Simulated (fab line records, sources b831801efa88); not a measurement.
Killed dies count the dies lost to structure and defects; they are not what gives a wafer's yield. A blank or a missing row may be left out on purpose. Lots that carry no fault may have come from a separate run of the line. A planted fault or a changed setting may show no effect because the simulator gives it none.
Struck lot and sound lot, side by side / flow sky130 / 15 out of 708 route steps
Sound: these wafers, L899.1, L899.2, L899.5. Wafers L902.3, L902.5, L902.6 were the ones struck. Last of all comes the cause.
Order at every step that has rows: each side's tool, ch and its chambers, its first start. Under that, the readings that differ: sound wafers / struck wafers / difference of the means / sigmas: that difference in standard deviations of wafers without a fault.
alike: readings with means less than 2 such deviations apart, plus words and numbers identical on both sides. not compared: withheld readings, readings lacking a value on some wafer, bounds such as >300 that could conceal the same value, and numbers that have no deviation in the record and whose values overlap.
Wherever a step has rows on one side only, a row that says differs or no value, or a row with sigmas, the two part there. Numbers that don't overlap but have no deviation are shown without sigmas and don't part them. Lack of a reading on every wafer of one side parts them only where that side has two or more wafers.

first, 1 step without rows for these wafers: SKY_POLY_CUT_DEVELOP_07 (develop time 60 s).
SKY_POLY_CUT_CD_MEAS_08 targets a cd of 270 nm.
  sound on cd_sem-01, day 27 21:58; struck on cd_sem-02, day 28 23:07
  alike: cd_nm
SKY_POLY_CUT_OVL_MEAS_09:
  sound on overlay-01, day 27 22:05; struck on overlay-01, day 28 23:12
  alike: POLY_CUT_OVL
SKY_POLY_CUT_ETCH_10: etches BARC in N2/H2, stops on SiO2, time 45.9 s, target depth 60 nm.
  sound on rie_diel-02 ch 0,1,2, day 27 22:07; struck on rie_diel-02 ch 0,2,3, day 28 23:14
  alike: drypump_motor_current_A, oes_product_au, throttle_valve_pct
  not compared: rf_hours_counter_h
SKY_POLY_CUT_ETCH_11: etches Si3N4 in CF4/CH2F2/Ar, stops on poly-Si, time 42.5 s, target depth 60 nm.
  sound on rie_diel-02 ch 0,1,2, day 27 22:10; struck on rie_diel-02 ch 0,2,3, day 28 23:16
  alike: drypump_motor_current_A, mfc_ar_sccm, oes_product_au, throttle_valve_pct
  not compared: rf_hours_counter_h
SKY_POLY_CUT_STRIP_12: strips in O2/N2.
  sound on plasma_asher-02 ch 0,1, day 27 22:12; struck on plasma_asher-02 ch 0,1, day 28 23:20
  alike: drypump_motor_current_A, oes_product_au, strip_time_to_endpoint_s
  not compared: rf_hours_counter_h
then, 6 steps without rows for these wafers: SKY_SD_P_DEHYDRATE_00 (time 60 s); SKY_SD_P_HMDS_01 (prime time 60 s); SKY_SD_P_COAT_02 (resist thk 1140 nm); SKY_SD_P_SOFTBAKE_03 (time 60 s); SKY_SD_P_EXPOSE_04 (exposes mask PSDM, target cd 380 nm); SKY_SD_P_PEB_05.
SKY_SD_P_DEVELOP_06: develop time 60 s.
  sound on litho_track-02 ch 0, day 29 01:01; struck on litho_track-02 ch 0, day 30 01:31
reading=developer_temp_C (C); sound=22.99 22.98 22.93; struck=23.70 23.69 23.54; difference=+0.68; sigmas=+7
SKY_SD_P_CD_MEAS_07 targets a cd of 380 nm.
  sound on cd_sem-02, day 29 01:10; struck on cd_sem-01, day 30 01:39
  alike: cd_nm
-- a jump in the record: the struck wafers' starts before and after are 19 days apart (it breaks off in module SD_P and resumes in module PAD_OPEN, where the first step shown is number 708 of the route) --
SKY_PAD_OPEN_PROBE_99:
  sound on prober-02, day 48 04:58; struck on prober-01, day 48 21:02
  alike: killed_at_M0_to_M3, killed_at_M4_up, killed_at_contacts, killed_at_front_end, killed_at_other, killed_dies, killed_open, killed_short

## WHERE THEY PART
At SKY_SD_P_DEVELOP_06 and nowhere else, as far as this record goes. Later steps at which nothing parts them and some readings are alike: SKY_SD_P_CD_MEAS_07, SKY_PAD_OPEN_PROBE_99.

WHY: what had been put in by the simulator
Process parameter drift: litho_track-02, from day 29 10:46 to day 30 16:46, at SKY_SD_P_DEVELOP_06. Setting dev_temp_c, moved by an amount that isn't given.
